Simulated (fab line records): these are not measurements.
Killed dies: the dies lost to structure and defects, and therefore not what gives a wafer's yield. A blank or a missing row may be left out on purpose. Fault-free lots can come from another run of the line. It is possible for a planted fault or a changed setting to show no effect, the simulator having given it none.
A sampling plan put to the test	flow sfqLine	one line in one fab, 56 faults in these records, each fault weighed on the records of the lots it struck
The line's own looks make up the plan; these are the steps of the route where a gauge or inspection reads the wafer and leaves it unchanged. A look is open to judgement when struck wafers have a number at it and the file gives its usual mean and standard deviation on fault-free wafers. Caught: the struck wafers' mean, at a look after the fault's first step, is 4 or more of those standard deviations (sigma) away from the usual mean. On the tool: the identical test, applied to the tool's own readings at the steps of the fault. Another recipe on the struck wafers, or a record that is blank for them alone, also counts as caught.

THE FAULTS, as the simulator had put them in
1. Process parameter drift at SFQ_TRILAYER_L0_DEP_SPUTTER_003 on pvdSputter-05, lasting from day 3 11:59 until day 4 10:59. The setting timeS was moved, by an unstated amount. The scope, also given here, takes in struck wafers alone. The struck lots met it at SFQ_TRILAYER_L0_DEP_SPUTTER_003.
2. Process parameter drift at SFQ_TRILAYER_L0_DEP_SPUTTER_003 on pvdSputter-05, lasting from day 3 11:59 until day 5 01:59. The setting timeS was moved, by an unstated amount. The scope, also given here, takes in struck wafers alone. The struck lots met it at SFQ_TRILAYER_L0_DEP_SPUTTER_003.
3. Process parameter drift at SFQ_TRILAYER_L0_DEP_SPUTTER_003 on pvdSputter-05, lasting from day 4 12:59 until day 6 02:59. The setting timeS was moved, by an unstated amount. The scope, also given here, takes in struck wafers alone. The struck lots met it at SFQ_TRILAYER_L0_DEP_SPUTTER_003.
4. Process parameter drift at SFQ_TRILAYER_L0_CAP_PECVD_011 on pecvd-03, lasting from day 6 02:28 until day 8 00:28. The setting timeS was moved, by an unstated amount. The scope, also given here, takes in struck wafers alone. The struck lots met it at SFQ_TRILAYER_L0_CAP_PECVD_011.
5. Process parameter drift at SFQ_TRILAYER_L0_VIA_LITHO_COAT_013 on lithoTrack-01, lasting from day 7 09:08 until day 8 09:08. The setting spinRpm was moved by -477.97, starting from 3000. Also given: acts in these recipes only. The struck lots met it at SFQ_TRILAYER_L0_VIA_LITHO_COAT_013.
6. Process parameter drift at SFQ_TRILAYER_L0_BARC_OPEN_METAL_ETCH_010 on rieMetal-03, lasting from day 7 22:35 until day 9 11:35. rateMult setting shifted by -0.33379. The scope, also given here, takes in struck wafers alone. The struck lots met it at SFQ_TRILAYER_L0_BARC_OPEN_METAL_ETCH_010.
7. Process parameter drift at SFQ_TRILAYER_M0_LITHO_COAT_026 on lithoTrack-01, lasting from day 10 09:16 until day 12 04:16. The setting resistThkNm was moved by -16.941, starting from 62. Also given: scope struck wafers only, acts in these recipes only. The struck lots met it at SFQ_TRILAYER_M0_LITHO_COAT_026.
8. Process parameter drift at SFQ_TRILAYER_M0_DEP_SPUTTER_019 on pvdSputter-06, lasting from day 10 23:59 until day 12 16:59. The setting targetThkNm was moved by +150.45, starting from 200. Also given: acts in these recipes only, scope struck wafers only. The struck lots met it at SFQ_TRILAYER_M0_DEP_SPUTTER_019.
9. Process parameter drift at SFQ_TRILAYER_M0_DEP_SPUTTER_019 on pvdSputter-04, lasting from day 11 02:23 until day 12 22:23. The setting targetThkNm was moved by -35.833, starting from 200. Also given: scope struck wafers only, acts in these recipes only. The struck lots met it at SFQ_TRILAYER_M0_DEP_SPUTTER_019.
10. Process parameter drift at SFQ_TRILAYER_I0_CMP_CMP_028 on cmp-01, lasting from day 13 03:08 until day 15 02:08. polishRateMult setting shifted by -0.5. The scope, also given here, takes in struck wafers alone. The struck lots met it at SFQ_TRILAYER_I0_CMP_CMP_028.
11. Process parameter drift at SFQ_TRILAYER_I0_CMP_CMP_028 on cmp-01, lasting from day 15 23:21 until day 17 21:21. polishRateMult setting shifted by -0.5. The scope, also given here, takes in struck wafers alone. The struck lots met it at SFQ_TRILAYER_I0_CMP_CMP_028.
12. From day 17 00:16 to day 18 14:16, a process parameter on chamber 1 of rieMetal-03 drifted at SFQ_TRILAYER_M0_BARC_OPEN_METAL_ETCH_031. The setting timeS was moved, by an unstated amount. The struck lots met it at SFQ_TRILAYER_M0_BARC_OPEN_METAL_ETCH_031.
13. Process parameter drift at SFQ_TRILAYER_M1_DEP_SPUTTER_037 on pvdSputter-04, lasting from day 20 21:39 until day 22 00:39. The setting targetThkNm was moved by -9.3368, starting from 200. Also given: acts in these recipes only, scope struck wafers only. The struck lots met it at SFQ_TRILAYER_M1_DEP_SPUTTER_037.
14. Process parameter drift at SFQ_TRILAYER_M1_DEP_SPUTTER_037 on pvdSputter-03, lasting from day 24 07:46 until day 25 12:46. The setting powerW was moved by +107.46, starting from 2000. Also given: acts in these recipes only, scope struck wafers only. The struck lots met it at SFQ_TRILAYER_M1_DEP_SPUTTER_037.
15. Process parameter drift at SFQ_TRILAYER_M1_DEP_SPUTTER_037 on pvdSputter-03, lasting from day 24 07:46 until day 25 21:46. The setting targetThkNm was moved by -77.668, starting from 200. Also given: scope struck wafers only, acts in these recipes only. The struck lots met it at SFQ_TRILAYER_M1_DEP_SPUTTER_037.
16. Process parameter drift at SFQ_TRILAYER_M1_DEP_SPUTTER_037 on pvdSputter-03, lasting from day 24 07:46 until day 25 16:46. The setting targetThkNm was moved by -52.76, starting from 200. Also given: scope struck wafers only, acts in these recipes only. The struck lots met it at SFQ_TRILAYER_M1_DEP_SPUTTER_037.
17. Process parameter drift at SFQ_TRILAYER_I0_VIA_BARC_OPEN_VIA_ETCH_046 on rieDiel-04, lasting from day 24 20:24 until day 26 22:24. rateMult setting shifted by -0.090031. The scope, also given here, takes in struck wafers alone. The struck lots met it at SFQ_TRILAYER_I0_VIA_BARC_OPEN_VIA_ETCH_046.
18. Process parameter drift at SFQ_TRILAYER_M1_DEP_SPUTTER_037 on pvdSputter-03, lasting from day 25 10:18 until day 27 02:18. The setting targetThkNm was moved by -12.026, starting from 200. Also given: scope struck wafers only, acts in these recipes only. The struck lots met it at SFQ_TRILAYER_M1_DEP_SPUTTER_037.
19. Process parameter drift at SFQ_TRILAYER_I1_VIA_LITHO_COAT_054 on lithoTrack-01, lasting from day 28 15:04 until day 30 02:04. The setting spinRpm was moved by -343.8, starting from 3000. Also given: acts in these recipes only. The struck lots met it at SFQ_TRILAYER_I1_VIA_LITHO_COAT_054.
20. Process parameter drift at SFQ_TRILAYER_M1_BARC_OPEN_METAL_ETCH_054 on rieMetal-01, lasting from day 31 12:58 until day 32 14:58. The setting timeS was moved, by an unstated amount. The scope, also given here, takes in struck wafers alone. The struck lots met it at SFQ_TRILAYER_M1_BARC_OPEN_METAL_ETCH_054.
21. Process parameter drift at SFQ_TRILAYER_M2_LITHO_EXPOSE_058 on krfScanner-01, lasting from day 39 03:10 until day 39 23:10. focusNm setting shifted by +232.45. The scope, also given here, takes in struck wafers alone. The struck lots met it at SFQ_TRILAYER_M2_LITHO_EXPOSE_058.
22. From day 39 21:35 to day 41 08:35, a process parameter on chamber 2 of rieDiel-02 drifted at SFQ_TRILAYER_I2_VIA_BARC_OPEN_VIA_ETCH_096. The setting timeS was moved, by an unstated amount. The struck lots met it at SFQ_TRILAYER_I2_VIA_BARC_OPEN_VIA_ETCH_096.
23. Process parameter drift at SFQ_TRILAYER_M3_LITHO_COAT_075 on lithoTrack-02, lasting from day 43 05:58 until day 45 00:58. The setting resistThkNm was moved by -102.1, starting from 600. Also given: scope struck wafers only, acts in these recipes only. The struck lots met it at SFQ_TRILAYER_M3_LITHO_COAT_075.
24. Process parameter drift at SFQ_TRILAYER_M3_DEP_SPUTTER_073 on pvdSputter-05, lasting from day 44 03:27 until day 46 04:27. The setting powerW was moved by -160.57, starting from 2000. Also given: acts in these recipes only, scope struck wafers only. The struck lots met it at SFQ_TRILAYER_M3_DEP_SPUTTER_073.
25. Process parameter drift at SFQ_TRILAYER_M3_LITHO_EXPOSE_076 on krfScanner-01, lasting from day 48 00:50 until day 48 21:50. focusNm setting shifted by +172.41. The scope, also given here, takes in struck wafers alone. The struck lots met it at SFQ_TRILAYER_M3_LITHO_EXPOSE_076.
26. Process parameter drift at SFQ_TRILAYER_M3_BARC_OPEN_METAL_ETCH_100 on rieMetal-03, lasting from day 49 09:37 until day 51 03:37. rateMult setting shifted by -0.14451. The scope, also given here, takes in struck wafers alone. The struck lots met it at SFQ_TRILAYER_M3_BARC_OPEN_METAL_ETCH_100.
27. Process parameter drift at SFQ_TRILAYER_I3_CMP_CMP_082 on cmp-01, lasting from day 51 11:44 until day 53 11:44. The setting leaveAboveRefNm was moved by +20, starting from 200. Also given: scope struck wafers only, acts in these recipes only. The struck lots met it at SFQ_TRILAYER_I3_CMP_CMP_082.
28. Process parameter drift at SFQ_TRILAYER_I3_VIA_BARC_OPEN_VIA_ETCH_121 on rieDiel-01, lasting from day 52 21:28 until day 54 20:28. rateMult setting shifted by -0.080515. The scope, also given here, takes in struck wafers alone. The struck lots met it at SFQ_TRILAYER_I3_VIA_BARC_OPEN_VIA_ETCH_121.
29. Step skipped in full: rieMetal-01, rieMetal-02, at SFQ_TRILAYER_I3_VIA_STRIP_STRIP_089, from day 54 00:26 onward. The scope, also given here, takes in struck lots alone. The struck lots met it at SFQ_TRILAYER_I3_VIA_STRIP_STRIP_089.
30. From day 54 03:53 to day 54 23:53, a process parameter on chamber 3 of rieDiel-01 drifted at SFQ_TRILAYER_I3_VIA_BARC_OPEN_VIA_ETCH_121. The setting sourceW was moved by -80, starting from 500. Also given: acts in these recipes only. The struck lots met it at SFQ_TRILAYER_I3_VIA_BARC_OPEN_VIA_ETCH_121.
31. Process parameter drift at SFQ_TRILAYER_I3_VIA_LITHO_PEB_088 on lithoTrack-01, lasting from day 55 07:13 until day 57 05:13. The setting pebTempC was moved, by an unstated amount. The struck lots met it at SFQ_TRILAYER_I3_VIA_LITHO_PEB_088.
32. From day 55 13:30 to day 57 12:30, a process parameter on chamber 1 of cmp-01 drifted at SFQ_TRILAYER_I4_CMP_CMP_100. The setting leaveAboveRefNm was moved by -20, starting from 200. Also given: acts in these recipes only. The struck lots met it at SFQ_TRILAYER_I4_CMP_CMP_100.
33. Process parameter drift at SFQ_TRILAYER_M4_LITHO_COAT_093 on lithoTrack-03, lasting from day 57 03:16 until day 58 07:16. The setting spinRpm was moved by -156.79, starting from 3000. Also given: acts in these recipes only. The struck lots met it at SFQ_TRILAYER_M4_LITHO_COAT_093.
34. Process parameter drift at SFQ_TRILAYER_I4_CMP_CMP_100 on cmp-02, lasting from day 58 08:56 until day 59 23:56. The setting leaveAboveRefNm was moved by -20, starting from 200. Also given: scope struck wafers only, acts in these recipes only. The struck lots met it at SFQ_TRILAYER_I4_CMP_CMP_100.
35. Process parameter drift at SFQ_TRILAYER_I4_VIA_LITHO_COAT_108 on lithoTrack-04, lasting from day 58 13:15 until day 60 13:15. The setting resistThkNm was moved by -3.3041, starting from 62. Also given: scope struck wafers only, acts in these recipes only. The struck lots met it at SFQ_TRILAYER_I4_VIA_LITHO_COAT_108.
36. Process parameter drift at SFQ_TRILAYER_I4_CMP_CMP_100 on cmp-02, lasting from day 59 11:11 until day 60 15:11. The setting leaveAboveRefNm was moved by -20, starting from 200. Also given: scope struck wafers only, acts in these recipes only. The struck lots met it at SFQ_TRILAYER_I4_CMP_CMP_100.
37. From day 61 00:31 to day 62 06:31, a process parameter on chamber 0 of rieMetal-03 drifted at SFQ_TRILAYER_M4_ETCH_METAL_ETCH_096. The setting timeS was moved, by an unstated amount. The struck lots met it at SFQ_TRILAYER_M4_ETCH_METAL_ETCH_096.
38. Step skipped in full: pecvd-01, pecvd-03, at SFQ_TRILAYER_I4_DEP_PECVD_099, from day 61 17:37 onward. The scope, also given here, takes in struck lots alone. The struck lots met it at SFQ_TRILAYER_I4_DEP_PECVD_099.
39. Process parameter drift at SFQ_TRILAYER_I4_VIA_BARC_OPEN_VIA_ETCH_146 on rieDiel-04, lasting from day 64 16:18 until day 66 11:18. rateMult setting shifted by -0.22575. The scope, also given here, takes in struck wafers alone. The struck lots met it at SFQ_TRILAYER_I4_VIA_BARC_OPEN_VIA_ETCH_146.
40. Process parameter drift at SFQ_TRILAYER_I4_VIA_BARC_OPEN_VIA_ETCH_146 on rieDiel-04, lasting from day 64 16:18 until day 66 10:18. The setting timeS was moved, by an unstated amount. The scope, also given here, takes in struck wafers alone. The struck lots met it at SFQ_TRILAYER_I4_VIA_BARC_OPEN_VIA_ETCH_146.
41. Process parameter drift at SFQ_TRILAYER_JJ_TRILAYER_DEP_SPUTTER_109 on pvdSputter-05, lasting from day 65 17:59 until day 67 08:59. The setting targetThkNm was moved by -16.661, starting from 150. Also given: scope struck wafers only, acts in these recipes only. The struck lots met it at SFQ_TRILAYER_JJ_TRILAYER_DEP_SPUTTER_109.
42. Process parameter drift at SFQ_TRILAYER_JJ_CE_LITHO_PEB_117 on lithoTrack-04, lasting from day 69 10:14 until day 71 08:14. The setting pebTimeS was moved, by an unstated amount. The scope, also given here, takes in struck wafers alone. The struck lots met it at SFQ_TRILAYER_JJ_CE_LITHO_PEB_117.
43. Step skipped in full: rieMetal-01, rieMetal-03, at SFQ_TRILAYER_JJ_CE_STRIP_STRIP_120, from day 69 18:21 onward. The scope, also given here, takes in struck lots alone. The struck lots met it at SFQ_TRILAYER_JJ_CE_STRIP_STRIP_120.
44. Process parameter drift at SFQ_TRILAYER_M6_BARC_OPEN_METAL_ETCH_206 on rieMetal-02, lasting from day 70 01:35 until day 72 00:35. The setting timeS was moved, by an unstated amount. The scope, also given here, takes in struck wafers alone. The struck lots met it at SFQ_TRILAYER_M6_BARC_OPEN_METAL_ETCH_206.
45. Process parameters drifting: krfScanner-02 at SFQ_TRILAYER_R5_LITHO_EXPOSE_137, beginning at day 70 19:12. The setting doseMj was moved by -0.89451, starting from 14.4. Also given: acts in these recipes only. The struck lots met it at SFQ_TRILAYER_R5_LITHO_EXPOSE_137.
46. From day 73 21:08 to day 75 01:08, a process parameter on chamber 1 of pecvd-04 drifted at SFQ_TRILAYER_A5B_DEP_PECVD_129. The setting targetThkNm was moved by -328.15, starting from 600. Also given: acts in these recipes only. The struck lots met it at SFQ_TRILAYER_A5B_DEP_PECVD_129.
47. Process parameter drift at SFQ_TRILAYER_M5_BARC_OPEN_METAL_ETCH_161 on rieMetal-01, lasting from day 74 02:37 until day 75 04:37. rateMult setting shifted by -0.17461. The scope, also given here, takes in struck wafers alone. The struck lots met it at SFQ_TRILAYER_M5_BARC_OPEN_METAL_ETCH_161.
48. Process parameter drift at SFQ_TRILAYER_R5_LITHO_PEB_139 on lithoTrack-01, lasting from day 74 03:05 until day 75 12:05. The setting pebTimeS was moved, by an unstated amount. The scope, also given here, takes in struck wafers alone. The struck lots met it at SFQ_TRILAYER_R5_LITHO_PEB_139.
49. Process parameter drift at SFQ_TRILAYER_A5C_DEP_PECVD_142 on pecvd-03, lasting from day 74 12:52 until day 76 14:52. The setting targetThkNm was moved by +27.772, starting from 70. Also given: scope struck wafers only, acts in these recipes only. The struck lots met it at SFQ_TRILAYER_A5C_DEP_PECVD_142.
50. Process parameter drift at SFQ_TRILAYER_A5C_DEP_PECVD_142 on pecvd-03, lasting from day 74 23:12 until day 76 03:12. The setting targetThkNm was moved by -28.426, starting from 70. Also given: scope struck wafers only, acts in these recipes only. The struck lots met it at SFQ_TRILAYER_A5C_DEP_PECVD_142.
51. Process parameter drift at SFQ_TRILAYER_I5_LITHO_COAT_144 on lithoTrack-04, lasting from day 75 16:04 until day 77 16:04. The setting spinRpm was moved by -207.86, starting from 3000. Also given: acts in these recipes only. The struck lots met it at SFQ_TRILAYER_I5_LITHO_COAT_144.
52. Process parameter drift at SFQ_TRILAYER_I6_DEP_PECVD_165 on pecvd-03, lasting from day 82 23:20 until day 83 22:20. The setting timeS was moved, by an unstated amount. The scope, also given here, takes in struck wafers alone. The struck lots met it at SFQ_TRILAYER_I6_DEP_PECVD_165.
53. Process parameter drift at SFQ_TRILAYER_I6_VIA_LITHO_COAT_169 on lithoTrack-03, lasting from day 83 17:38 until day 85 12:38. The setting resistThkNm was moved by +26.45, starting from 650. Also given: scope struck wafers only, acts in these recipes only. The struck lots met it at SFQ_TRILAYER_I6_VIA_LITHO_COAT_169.
54. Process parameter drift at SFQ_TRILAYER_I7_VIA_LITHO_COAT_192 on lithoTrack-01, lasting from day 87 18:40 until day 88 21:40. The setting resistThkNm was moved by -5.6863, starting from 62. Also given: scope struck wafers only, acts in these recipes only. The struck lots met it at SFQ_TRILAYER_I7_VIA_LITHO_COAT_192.
55. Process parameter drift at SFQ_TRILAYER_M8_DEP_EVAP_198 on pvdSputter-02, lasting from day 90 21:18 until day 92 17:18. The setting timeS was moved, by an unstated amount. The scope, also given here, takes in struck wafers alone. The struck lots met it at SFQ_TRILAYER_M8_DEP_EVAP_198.
56. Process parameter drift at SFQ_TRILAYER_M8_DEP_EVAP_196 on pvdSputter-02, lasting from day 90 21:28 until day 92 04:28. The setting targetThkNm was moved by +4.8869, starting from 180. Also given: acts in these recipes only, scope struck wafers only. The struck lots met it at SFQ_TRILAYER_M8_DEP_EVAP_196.

WHAT THE PLAN SAW
fault	on the tool itself	first look that catches it	reading, sigma	median hours from its first step to that look	hours from the fault's start to the first struck lot there	judged looks passed uncaught
1	under 2 sigma	SFQ_L0_RS_MEAS_901	L0_MONX_KI_RS +15	0.1	3	0
2	under 2 sigma	SFQ_L0_RS_MEAS_901	L0_MONX_KI_RS -5.7	0.1	3	0
3	under 2 sigma	SFQ_L0_RS_MEAS_901	L0_MONX_KI_RS -8.2	0.1	8	0
4	under 2 sigma	no look after it can be judged	-	-	-	0
5	spinSpeedRpm -99 or beyond sigma	not the one look that can be judged after it	-	-	-	1
6	under 2 sigma	no look after it can be judged	-	-	-	0
7	no reading that can be judged	no look after it can be judged	-	-	-	0
8	under 2 sigma	SFQ_M0_RS_MEAS_904	M0_NB_RS -40	0.1	10	0
9	under 2 sigma	SFQ_M0_RS_MEAS_904	M0_NB_RS +20	0.1	27	0
10	timeToEndpointS +8.1 sigma	none of the 3 looks that can be judged after it	-	-	-	3
11	timeToEndpointS +8.1 sigma	not the one look that can be judged after it	-	-	-	1
12	runLengthS +55 sigma	no look after it can be judged	-	-	-	0
13	under 2 sigma	SFQ_M1_RS_MEAS_909	M1_NB_RS +4.4	0.1	6	0
14	cathodeDcPowerW +99 or beyond sigma	SFQ_M1_RS_MEAS_909	M1_NB_RS -4.2	0.1	6	0
15	under 2 sigma	SFQ_M1_RS_MEAS_909	M1_NB_RS +59	0.1	6	0
16	under 2 sigma	SFQ_M1_RS_MEAS_909	M1_NB_RS +33	0.1	6	0
17	under 2 sigma	none of the 2 looks that can be judged after it	-	-	-	2
18	under 2 sigma	SFQ_M1_RS_MEAS_909	M1_NB_RS +4.9	0.1	19	0
19	spinSpeedRpm -99 or beyond sigma	no look after it can be judged	-	-	-	0
20	oesProductAu +39 sigma	no look after it can be judged	-	-	-	0
21	no reading that can be judged	not the one look that can be judged after it	-	-	-	1
22	runLengthS -7.3 sigma	no look after it can be judged	-	-	-	0
23	no reading that can be judged	not the one look that can be judged after it	-	-	-	1
24	cathodeDcPowerW -99 or beyond sigma	SFQ_M3_RS_MEAS_919	M3_NB_RS +7.3	0.1	6	0
25	under 2 sigma	not the one look that can be judged after it	-	-	-	1
26	under 2 sigma	no look after it can be judged	-	-	-	0
27	only faintly: timeToEndpointS -2.5 sigma	no look after it can be judged	-	-	-	0
28	under 2 sigma	no look after it can be judged	-	-	-	0
29	no reading that can be judged	none of the 5 looks that can be judged after it	-	-	-	5
30	rfFwdPowerW -40 sigma	no look after it can be judged	-	-	-	0
31	heaterPowerTotalW -78 sigma	not the one look that can be judged after it	-	-	-	1
32	under 2 sigma	none of the 4 looks that can be judged after it	-	-	-	4
33	spinSpeedRpm -82 sigma	not the one look that can be judged after it	-	-	-	1
34	under 2 sigma	not the one look that can be judged after it	-	-	-	1
35	no reading that can be judged	not the one look that can be judged after it	-	-	-	1
36	only faintly: timeToEndpointS +2.6 sigma	not the one look that can be judged after it	-	-	-	1
37	runLengthS +46 sigma	no look after it can be judged	-	-	-	0
38	the tool's record is blank for the struck wafers	no look after it can be judged	-	-	-	0
39	under 2 sigma	no look after it can be judged	-	-	-	0
40	runLengthS +7.0 sigma	no look after it can be judged	-	-	-	0
41	under 2 sigma	no look after it can be judged	-	-	-	0
42	heaterPowerTotalW +19 sigma	not the one look that can be judged after it	-	-	-	1
43	the tool's record is blank for the struck wafers	no look after it can be judged	-	-	-	0
44	oesProductAu +17 sigma	no look after it can be judged	-	-	-	0
45	exposureDoseMJCm2 -59 sigma	not the one look that can be judged after it	-	-	-	1
46	under 2 sigma	no look after it can be judged	-	-	-	0
47	under 2 sigma	no look after it can be judged	-	-	-	0
48	heaterPowerTotalW +21 sigma	not the one look that can be judged after it	-	-	-	1
49	under 2 sigma	not the one look that can be judged after it	-	-	-	1
50	under 2 sigma	no look after it can be judged	-	-	-	0
51	spinSpeedRpm -98 sigma	not the one look that can be judged after it	-	-	-	1
52	runLengthS -37 sigma	no look after it can be judged	-	-	-	0
53	no reading that can be judged	not the one look that can be judged after it	-	-	-	1
54	no reading that can be judged	no look after it can be judged	-	-	-	0
55	no reading that can be judged	no look after it can be judged	-	-	-	0
56	under 2 sigma	none of the 3 looks that can be judged after it	strongest: M8_AU_RS at SFQ_M8_RS_MEAS_949, -2.1	-	-	3
A dash: the fault isn't caught, or these records don't give the number.

Caught at a look: 11 of 56. Caught on the tool: 22 of 56. By one or the other: 31 of 56.
Caught on the tool alone: faults 5, 10, 11, 12, 19, 20, 22, 30, 31, 33, 37, 38, 40, 42, 43, 44, 45, 48, 51, 52.
Caught at a look alone: faults 1, 2, 3, 8, 9, 13, 15, 16, 18.
Caught by neither: faults 4, 6, 7, 17, 21, 23, 25, 26, 27, 28, 29, 32, 34, 35, 36, 39, 41, 46, 47, 49, 50, 53, 54, 55, 56.

THINNER SAMPLING
In the worst case, this is how late the first struck lot would be measured if the look that catches a fault measured only every second or every third lot, by lot number:
fault	struck lots at that look, in order of time	every lot	every second lot	every third lot
1	L849, L850, L852	3 h	8 h	may miss all 3
2	L172, L173, L175	3 h	8 h	may miss all 3
3	L131, L137	8 h	may miss all 2	may miss all 2
8	L599, L600	10 h	18 h	may miss all 2
9	L419, L421	27 h	may miss all 2	may miss all 2
13	L412	6 h	may miss it	may miss it
14	L229, L231	6 h	may miss all 2	may miss all 2
15	L810, L812, L814	6 h	may miss all 3	32 h
16	L987, L989, L991	6 h	may miss all 3	32 h
18	L809, L810	19 h	36 h	may miss all 2
24	L566	6 h	may miss it	may miss it
Hours: fault start to first struck lot measured. The limit of 4 sigma was tested on all struck wafers together, so one lot alone may lie under it. Other struck lots may not be in these records.

THE LONGEST TIMED WAY FROM STEP TO LOOK
In fault 24, a median of 0.1 hours elapses between SFQ_TRILAYER_M3_DEP_SPUTTER_073 and SFQ_M3_RS_MEAS_919. No look between them can be judged.
